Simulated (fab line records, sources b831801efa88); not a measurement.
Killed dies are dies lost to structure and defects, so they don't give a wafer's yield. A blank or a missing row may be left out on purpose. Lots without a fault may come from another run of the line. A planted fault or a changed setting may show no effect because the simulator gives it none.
A struck lot beside a sound one | flow gf180mcu | 44 steps out of a route of 602
Sound: wafers L395.1, L395.4, L395.6. Struck: wafers L403.1, L403.2, L403.3. The cause comes at the end.
At each step with rows: each side's tool, then ch and its chambers, then its first start. Under that, the readings that differ: sound wafers | struck wafers | difference of the means | sigmas: that difference in standard deviations of wafers without a fault.
alike: readings whose means differ by less than 2 such deviations, and words and numbers that are the same on both sides. not compared: withheld readings, readings that some wafer has no value for, bounds like >300 that may hide the same value, and numbers for which the record gives no deviation and whose values overlap.
The two part at a step that has a row with sigmas, a row that says differs or no value, or rows on one side only. Numbers that don't overlap but have no deviation are shown without sigmas and don't part them. A reading that every wafer of one side lacks parts them only if that side has two wafers or more.

first, 2 steps without rows for these wafers: GF_V1_STRIP_19 (strips in post etch residue remover, time 1200 s); GF_V1_CLEAN_20 (cleans in DIW).
GF_V1_SPUTTER_21: material Ti, target thk 15 nm, time 80.02 s.
  sound on pvd_sputter-03, day 20 15:23; struck on pvd_sputter-04, day 23 10:37
  alike: chamber_pressure_pa, throttle_valve_pct
then, 2 steps without rows for these wafers: GF_V1_SPUTTER_22 (material TiN, target thk 10 nm, time 40 s); GF_V1_CVD_23 (deposits W, target thk 350 nm, time 105.05 s).
GF_V1_RS_MEAS_24: measures by four-point-probe.
  sound on film_metro-03, day 20 15:37; struck on film_metro-02, day 23 10:50
  alike: V1_W_RS
GF_V1_THK_MEAS_25: measures by xrf.
  sound on film_metro-03, day 20 15:44; struck on film_metro-02, day 23 10:58
  alike: V1_W_THK
GF_V1_CMP_26: polishes, stops on SiO2, t overpolish 15 s, target thk 0 nm.
  sound on cmp-02 ch 1,3, day 20 15:50; struck on cmp-02 ch 0,2,3, day 23 11:01
  alike: motor_current_A, overpolish_run_s, platen_rpm, time_to_endpoint_s
then, 1 step without rows for these wafers: GF_M2_SPUTTER_00 (material Ti, target thk 37.5 nm, time 150 s).
GF_M2_SPUTTER_01: material TiN, target thk 30 nm, time 25 s.
  sound on pvd_sputter-04, day 20 16:11; struck on pvd_sputter-01, day 23 11:25
  alike: chamber_pressure_pa, throttle_valve_pct
then, 1 step without rows for these wafers: GF_M2_SPUTTER_02 (material AlCu, target thk 450 nm, time 23.9 s).
GF_M2_SPUTTER_03: material Ti, target thk 10 nm, time 6.426 s.
  sound on pvd_sputter-04, day 20 16:15; struck on pvd_sputter-01, day 23 11:29
  alike: chamber_pressure_pa, throttle_valve_pct
GF_M2_SPUTTER_04: material TiN, target thk 50 nm, time 41.7 s.
  sound on pvd_sputter-04, day 20 16:16; struck on pvd_sputter-01, day 23 11:30
  reading                                | sound                | struck               | difference | sigmas
  chamber_pressure_pa (Pa)               | 0.4002 0.4001 0.3990 | 0.4790 0.4786 0.4790 | +0.0791    | +98
  throttle_valve_pct (%)                 | 29.4 29.0 32.0       | 27.8 27.1 28.2       | -2.4       | -2
  model.TiN_of_M2_SPUTTER_04.thk_nm (nm) | 50.18 50.19 49.96    | 48.15 48.7 48.49     | -1.66      |
GF_M2_RS_MEAS_05: measures by four-point-probe.
  sound on film_metro-04, day 20 16:19; struck on film_metro-03, day 23 11:32
  alike: M2_ALCU_RS
GF_M2_THK_MEAS_06: measures by xrf.
  sound on film_metro-04, day 20 16:26; struck on film_metro-03, day 23 11:40
  alike: M2_ALCU_THK
then, 7 steps without rows for these wafers: GF_M2_DEHYDRATE_07 (time 60 s); GF_M2_HMDS_08 (prime time 60 s); GF_M2_COAT_09 (resist thk 1000 nm); GF_M2_SOFTBAKE_10 (time 60 s); GF_M2_EXPOSE_11 (exposes mask Metal2, target cd 280 nm); GF_M2_PEB_12 (peb time 90 s); GF_M2_DEVELOP_13 (develop time 60 s).
GF_M2_CD_MEAS_14: target cd 280 nm.
  sound on cd_sem-01, day 21 15:31; struck on cd_sem-01, day 24 10:16
  alike: cd_nm
GF_M2_OVL_MEAS_15:
  sound on overlay-01, day 21 15:38; struck on overlay-02, day 24 10:23
  alike: M2_OVL
then, 5 steps without rows for these wafers: GF_M2_METAL_ETCH_16 (etches the open film in Cl2/BCl3, stops on SiO2, target depth 750.8 nm, time 125.1 s); GF_M2_STRIP_17 (strips in O2/N2); GF_M2_STRIP_18 (strips in post etch residue remover, time 1200 s); GF_M2_CLEAN_19 (cleans in DIW); GF_V2_CVD_00 (deposits SiO2, target thk 600 nm, time 100 s).
GF_V2_THK_MEAS_01:
  sound on film_metro-01, day 21 16:25; struck on film_metro-04, day 24 11:11
  alike: V2_CVD_00_THK
GF_V2_CVD_02: deposits SiO2 from TEOS, target thk 850 nm, time 94.851 s.
  sound on pecvd-03 ch 1,2, day 21 16:28; struck on pecvd-03 ch 0,1,2, day 24 11:15
  alike: heater_power_outer_w, heater_power_w
GF_V2_THK_MEAS_03:
  sound on film_metro-02, day 21 16:32; struck on film_metro-02, day 24 11:19
  alike: V2_CVD_02_THK
then, 1 step without rows for these wafers: GF_V2_CMP_04 (polishes SiO2).
GF_V2_BOW_MEAS_05:
  sound on film_metro-02, day 21 16:54; struck on film_metro-04, day 24 11:41
  alike: V2_BOW
then, 8 steps without rows for these wafers: GF_V2_DEHYDRATE_06 (time 60 s); GF_V2_HMDS_07 (prime time 60 s); GF_V2_COAT_08; GF_V2_COAT_09 (resist thk 1000 nm); GF_V2_SOFTBAKE_10 (time 58.63 s); GF_V2_EXPOSE_11 (exposes mask Via2, target cd 260 nm); GF_V2_PEB_12 (peb time 90 s); GF_V2_DEVELOP_13 (develop time 60 s).
GF_V2_STRIP_19: strips in post etch residue remover, time 1200 s.
  sound on wet_bench-03 ch 3, day 22 16:45; struck on wet_bench-03 ch 2, day 25 09:57
  reading                                | sound             | struck           | difference | sigmas
  model.TiN_of_M2_SPUTTER_04.thk_nm (nm) | 49.35 49.35 49.12 | 47.3 47.85 47.65 | -1.7       |
then, 1 step without rows for these wafers: GF_PASSIVATION_PROBE_99.

WHERE THEY PART
Only at GF_M2_SPUTTER_04, within this record. Later steps at which nothing parts them and some readings are alike: GF_M2_RS_MEAS_05, GF_M2_THK_MEAS_06, GF_M2_CD_MEAS_14, GF_M2_OVL_MEAS_15, GF_V2_THK_MEAS_01, GF_V2_CVD_02, GF_V2_THK_MEAS_03, GF_V2_BOW_MEAS_05.

WHY: what the simulator had put in
Process parameter drift: pvd_sputter-01, from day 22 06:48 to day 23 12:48, at GF_M2_SPUTTER_04. Setting chamber_pressure_pa, moved by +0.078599, from 0.4. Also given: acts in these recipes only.
